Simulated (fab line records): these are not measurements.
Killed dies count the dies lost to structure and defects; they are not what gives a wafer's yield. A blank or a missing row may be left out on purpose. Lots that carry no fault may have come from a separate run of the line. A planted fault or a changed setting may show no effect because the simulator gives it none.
Chamber matching / flow sky130 / SKY_VIA3_HDPCVD_00 on hdpcvd-02: 3 sister chambers
The step deposits SiO2, target thk 1635 nm, time 272.5 s. 6 wafers are shown with their chamber, then 7 later ones without.

WAFERS, EACH WITH ITS CHAMBER
wafer=L956.4; chamber=1; pressure-mtorr (mTorr)=5.993
wafer=L959.3; chamber=2; pressure-mtorr (mTorr)=6.005
wafer=L959.5; chamber=2; pressure-mtorr (mTorr)=6.007
wafer=L959.6; chamber=0; pressure-mtorr (mTorr)=5.983
wafer=L963.1; chamber=0; pressure-mtorr (mTorr)=6.021
wafer=L963.2; chamber=1; pressure-mtorr (mTorr)=6.006

WAFERS WITH NO CHAMBER GIVEN
wafer=L963.3; pressure-mtorr (mTorr)=5.984
wafer=L964.2; pressure-mtorr (mTorr)=6.014
wafer=L964.3; pressure-mtorr (mTorr)=6.000
wafer=L964.6; pressure-mtorr (mTorr)=6.015
wafer=L965.2; pressure-mtorr (mTorr)=5.982
wafer=L965.3; pressure-mtorr (mTorr)=5.985
wafer=L965.5; pressure-mtorr (mTorr)=5.974

EACH ONE'S CHAMBER
wafer=L963.3; from the rows above=can't be placed: 1 or 0 or 2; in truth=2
wafer=L964.2; from the rows above=can't be placed: 2 or 0 or 1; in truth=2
wafer=L964.3; from the rows above=can't be placed: 1 or 0 or 2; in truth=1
wafer=L964.6; from the rows above=can't be placed: 2 or 0 or 1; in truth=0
wafer=L965.2; from the rows above=can't be placed: 1 or 0 or 2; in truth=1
wafer=L965.3; from the rows above=can't be placed: 1 or 0 or 2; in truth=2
wafer=L965.5; from the rows above=can't be placed: 1 or 0 or 2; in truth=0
0 of 7 placed correctly. These rows do not allow placing 7 (true chamber among the candidates in 7). Wrongly placed: 0.
How it was worked out, from the rows above alone: a wafer's distance from a chamber is the root of the sum, over the readings, of the square of ((its reading less the chamber's mean) divided by the reading's scatter). If the next closest chamber is less than 2 further off than the closest, the wafer can't be placed; otherwise it belongs to the closest. The mean given for a chamber averages the wafers shown for that chamber. How the scatter is found: for the shown wafers, subtract from each reading the mean of its chamber, square and add these, divide the total by (wafers less chambers), then take the root.
